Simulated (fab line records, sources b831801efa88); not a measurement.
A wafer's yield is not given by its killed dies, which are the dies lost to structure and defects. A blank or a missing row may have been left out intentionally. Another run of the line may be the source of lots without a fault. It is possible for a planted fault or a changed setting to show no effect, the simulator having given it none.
Which tool is to blame? :: flow sky130 :: Sampling: 12 lots, 36 wafers, 5 of 708 route steps

WHAT THE GAUGES SHOWED, per wafer
SKY_FIELD_ISO_CD_MEAS_13: target cd 150 nm. Usual: 150.4 nm for cd_nm, sd 1.4.
lot: L376
measured: day 2 10:27
on: cd_sem-02
cd_nm (nm): 151.2 150.1 150.2
flag: 

lot: L377
measured: day 2 14:27
on: cd_sem-01
cd_nm (nm): 152.3 150.7 152.4
flag: 

lot: L379
measured: day 3 02:18
on: cd_sem-02
cd_nm (nm): 150.7 149.5 151.5
flag: 

lot: L380
measured: day 3 06:14
on: cd_sem-02
cd_nm (nm): 152.3 152.5 152.7
flag: 

lot: L382
measured: day 3 17:42
on: cd_sem-01
cd_nm (nm): 150.6 149.9 150.2
flag: 

lot: L384
measured: day 4 02:47
on: cd_sem-02
cd_nm (nm): 149.9 151.9 149.5
flag: 

lot: L385
measured: day 4 08:43
on: cd_sem-01
cd_nm (nm): 149.5 149.0 149.2
flag: 

lot: L394
measured: day 6 09:26
on: cd_sem-02
cd_nm (nm): 150.3 148.9 150.5
flag: 

lot: L395
measured: day 6 14:43
on: cd_sem-02
cd_nm (nm): 152.9 150.2 153.5
flag: 

lot: L396
measured: day 6 19:20
on: cd_sem-01
cd_nm (nm): 149.8 149.3 149.0
flag: 

lot: L397
measured: day 7 00:52
on: cd_sem-02
cd_nm (nm): 150.4 150.4 150.8
flag: 

lot: L398
measured: day 7 04:00
on: cd_sem-01
cd_nm (nm): 151.0 151.7 152.9
flag: 

SKY_PWDE_TW_MEAS_10. Usual: PWDE_TW gives 375.0 (standard deviation 2.5).
lot: L376
measured: day 4 03:04
on: film_metro-01
PWDE_TW: 379.1 378.2 380.1
flag: 

lot: L377
measured: day 4 07:08
on: film_metro-02
PWDE_TW: 374.6 374.8 374.7
flag: 

lot: L379
measured: day 4 19:16
on: film_metro-03
PWDE_TW: 370.5 369.5 369.4
flag: 

lot: L380
measured: day 5 06:43
on: film_metro-01
PWDE_TW: 375.7 374.4 376.2
flag: 

lot: L382
measured: day 5 11:53
on: film_metro-02
PWDE_TW: 375.2 375.1 373.7
flag: 

lot: L384
measured: day 6 00:13
on: film_metro-02
PWDE_TW: 373.8 373.5 373.5
flag: 

lot: L385
measured: day 6 05:08
on: film_metro-02
PWDE_TW: 373.8 374.1 372.7
flag: 

lot: L394
measured: day 8 09:31
on: film_metro-03
PWDE_TW: 375.8 376.4 375.7
flag: 

lot: L395
measured: day 8 17:06
on: film_metro-03
PWDE_TW: 374.9 375.2 375.8
flag: 

lot: L396
measured: day 8 21:23
on: film_metro-02
PWDE_TW: 373.4 376.3 372.0
flag: 

lot: L397
measured: day 9 02:44
on: film_metro-01
PWDE_TW: 377.3 376.1 376.8
flag: 

lot: L398
measured: day 9 09:41
on: film_metro-03
PWDE_TW: 373.3 375.7 373.4
flag: 

SKY_VIA1_RS_MEAS_22: a four-point-probe measurement. Usual: VIA1_W_RS gives 0.430 ohm/sq (standard deviation 0.0046).
lot: L376
measured: day 34 13:59
on: film_metro-04
VIA1_W_RS (ohm/sq): 0.422 0.424 0.432
flag: 

lot: L377
measured: day 34 12:08
on: film_metro-01
VIA1_W_RS (ohm/sq): 0.429 0.434 0.427
flag: 

lot: L379
measured: day 35 04:14
on: film_metro-04
VIA1_W_RS (ohm/sq): 0.431 0.426 0.433
flag: 

lot: L380
measured: day 35 23:33
on: film_metro-04
VIA1_W_RS (ohm/sq): 0.437 0.438 0.439
flag: 

lot: L382
measured: day 36 09:16
on: film_metro-04
VIA1_W_RS (ohm/sq): 0.432 0.434 0.432
flag: 

lot: L384
measured: day 37 01:41
on: film_metro-04
VIA1_W_RS (ohm/sq): 0.427 0.430 0.428
flag: 

lot: L385
measured: day 37 04:29
on: film_metro-03
VIA1_W_RS (ohm/sq): 0.434 0.432 0.446
flag: 

lot: L394
measured: day 39 20:26
on: film_metro-01
VIA1_W_RS (ohm/sq): 0.432 0.431 0.431
flag: 

lot: L395
measured: day 40 07:13
on: film_metro-03
VIA1_W_RS (ohm/sq): 0.425 0.420 0.425
flag: 

lot: L396
measured: day 40 15:01
on: film_metro-01
VIA1_W_RS (ohm/sq): 0.427 0.429 0.424
flag: 

lot: L397
measured: day 40 21:11
on: film_metro-04
VIA1_W_RS (ohm/sq): 0.426 0.434 0.436
flag: 

lot: L398
measured: day 40 23:28
on: film_metro-04
VIA1_W_RS (ohm/sq): 0.435 0.434 0.432
flag: 

TOOL THAT RAN EACH LOT (tool first, then ch and the chambers of the sampled wafers, then the start)
lot: L376
SKY_SONOS_ONO_ETCH_15: rie_diel-03 ch 0,3, day 12 21:46
SKY_VIA1_CVD_21: cvd_w-01 ch 0,1, day 34 13:53

lot: L377
SKY_SONOS_ONO_ETCH_15: rie_diel-01 ch 1,2,3, day 13 03:27
SKY_VIA1_CVD_21: cvd_w-02 ch 0,1, day 34 12:02

lot: L379
SKY_SONOS_ONO_ETCH_15: rie_diel-02 ch 0,3, day 13 23:05
SKY_VIA1_CVD_21: cvd_w-01 ch 0,1, day 35 04:08

lot: L380
SKY_SONOS_ONO_ETCH_15: rie_diel-01 ch 2,3, day 14 16:31
SKY_VIA1_CVD_21: cvd_w-01 ch 1, day 35 23:26

lot: L382
SKY_SONOS_ONO_ETCH_15: rie_diel-02 ch 1,2,3, day 14 22:15
SKY_VIA1_CVD_21: cvd_w-01 ch 0,1, day 36 09:10

lot: L384
SKY_SONOS_ONO_ETCH_15: rie_diel-03 ch 0,2,3, day 15 17:46
SKY_VIA1_CVD_21: cvd_w-01 ch 0,1, day 37 01:35

lot: L385
SKY_SONOS_ONO_ETCH_15: rie_diel-02 ch 0,1, day 15 21:42
SKY_VIA1_CVD_21: cvd_w-01 ch 0,1, day 37 04:23

lot: L394
SKY_SONOS_ONO_ETCH_15: rie_diel-01 ch 1,2, day 19 02:08
SKY_VIA1_CVD_21: cvd_w-02 ch 0,1, day 39 20:19

lot: L395
SKY_SONOS_ONO_ETCH_15: rie_diel-01 ch 2,3, day 19 16:06
SKY_VIA1_CVD_21: cvd_w-02 ch 0,1, day 40 07:07

lot: L396
SKY_SONOS_ONO_ETCH_15: rie_diel-01 ch 1,2,3, day 20 00:27
SKY_VIA1_CVD_21: cvd_w-02 ch 0,1, day 40 14:53

lot: L397
SKY_SONOS_ONO_ETCH_15: rie_diel-03 ch 2,3, day 20 08:14
SKY_VIA1_CVD_21: cvd_w-01 ch 0,1, day 40 21:06

lot: L398
SKY_SONOS_ONO_ETCH_15: rie_diel-01 ch 0,1,2, day 20 14:45
SKY_VIA1_CVD_21: cvd_w-01 ch 1, day 40 23:22
- SKY_SONOS_ONO_ETCH_15: etches the open film in CHF3/O2, target depth 19.52 nm, time 7.8 s.
- SKY_VIA1_CVD_21: deposits W, target thk 270 nm, time 80.902 s.

AS READ BY THE TOOLS THEMSELVES (means over the sampled wafers that have a number; for cases with no such wafer, the mark the record gives instead)
SKY_SONOS_ONO_ETCH_15. Usual: drypump_motor_current_A 5.8 A, standard deviation 0.45; oes_product_au 1.002 a.u., standard deviation 0.01; throttle_valve_pct 8.825 %, standard deviation 0.0092.
lot: L376
tool: rie_diel-03
drypump_motor_current_A (A): 5.5
oes_product_au (a.u.): 0.998
throttle_valve_pct (%): 8.825
flag: 

lot: L377
tool: rie_diel-01
drypump_motor_current_A (A): 6.0
oes_product_au (a.u.): 0.993
throttle_valve_pct (%): 8.821
flag: 

lot: L379
tool: rie_diel-02
drypump_motor_current_A (A): 6.1
oes_product_au (a.u.): 0.996
throttle_valve_pct (%): 8.826
flag: 

lot: L380
tool: rie_diel-01
drypump_motor_current_A (A): 6.3
oes_product_au (a.u.): 1.012
throttle_valve_pct (%): 8.826
flag: 

lot: L382
tool: rie_diel-02
drypump_motor_current_A (A): 5.8
oes_product_au (a.u.): 1.006
throttle_valve_pct (%): 8.829
flag: 

lot: L384
tool: rie_diel-03
drypump_motor_current_A (A): 5.5
oes_product_au (a.u.): 0.995
throttle_valve_pct (%): 8.821
flag: 

lot: L385
tool: rie_diel-02
drypump_motor_current_A (A): 5.5
oes_product_au (a.u.): 1.007
throttle_valve_pct (%): 8.827
flag: 

lot: L394
tool: rie_diel-01
drypump_motor_current_A (A): 5.6
oes_product_au (a.u.): 0.995
throttle_valve_pct (%): 8.826
flag: 

lot: L395
tool: rie_diel-01
drypump_motor_current_A (A): 6.3
oes_product_au (a.u.): 0.987
throttle_valve_pct (%): 8.825
flag: 

lot: L396
tool: rie_diel-01
drypump_motor_current_A (A): 6.0
oes_product_au (a.u.): 1.001
throttle_valve_pct (%): 8.820
flag: 

lot: L397
tool: rie_diel-03
drypump_motor_current_A (A): 6.0
oes_product_au (a.u.): 1.012
throttle_valve_pct (%): 8.825
flag: 

lot: L398
tool: rie_diel-01
drypump_motor_current_A (A): 5.9
oes_product_au (a.u.): 0.990
throttle_valve_pct (%): 8.818
flag: 

SKY_VIA1_CVD_21. Usual: 908 W for heater_power_w, sd 94.
lot: L376
tool: cvd_w-01
heater_power_w (W): 940
flag: 

lot: L377
tool: cvd_w-02
heater_power_w (W): 821
flag: 

lot: L379
tool: cvd_w-01
heater_power_w (W): 962
flag: 

lot: L380
tool: cvd_w-01
heater_power_w (W): 1004
flag: 

lot: L382
tool: cvd_w-01
heater_power_w (W): 977
flag: 

lot: L384
tool: cvd_w-01
heater_power_w (W): 933
flag: 

lot: L385
tool: cvd_w-01
heater_power_w (W): 987
flag: 

lot: L394
tool: cvd_w-02
heater_power_w (W): 761
flag: 

lot: L395
tool: cvd_w-02
heater_power_w (W): 766
flag: 

lot: L396
tool: cvd_w-02
heater_power_w (W): 778
flag: 

lot: L397
tool: cvd_w-01
heater_power_w (W): 993
flag: 

lot: L398
tool: cvd_w-01
heater_power_w (W): 1006
flag: 

THE ANSWER, worked out from the rows above alone
Rule: a lot counts as off when the mean over its wafers that have a number is more than 3 standard deviations away from the usual mean. A lot without any number at a reading at which 4 lots or more have one is off too. All remaining lots with rows at the step are treated as sound. After the gauges, taken in route order, come the tools' own readings; for these a lot's mean is taken, as printed above. At the first step where some lot is off, the reading lying furthest off is the one used; lots without a number count as furthest.
Nothing can be told from this: no lot is off at any reading shown.

WHAT HAD BEEN PUT IN BY THE SIMULATOR
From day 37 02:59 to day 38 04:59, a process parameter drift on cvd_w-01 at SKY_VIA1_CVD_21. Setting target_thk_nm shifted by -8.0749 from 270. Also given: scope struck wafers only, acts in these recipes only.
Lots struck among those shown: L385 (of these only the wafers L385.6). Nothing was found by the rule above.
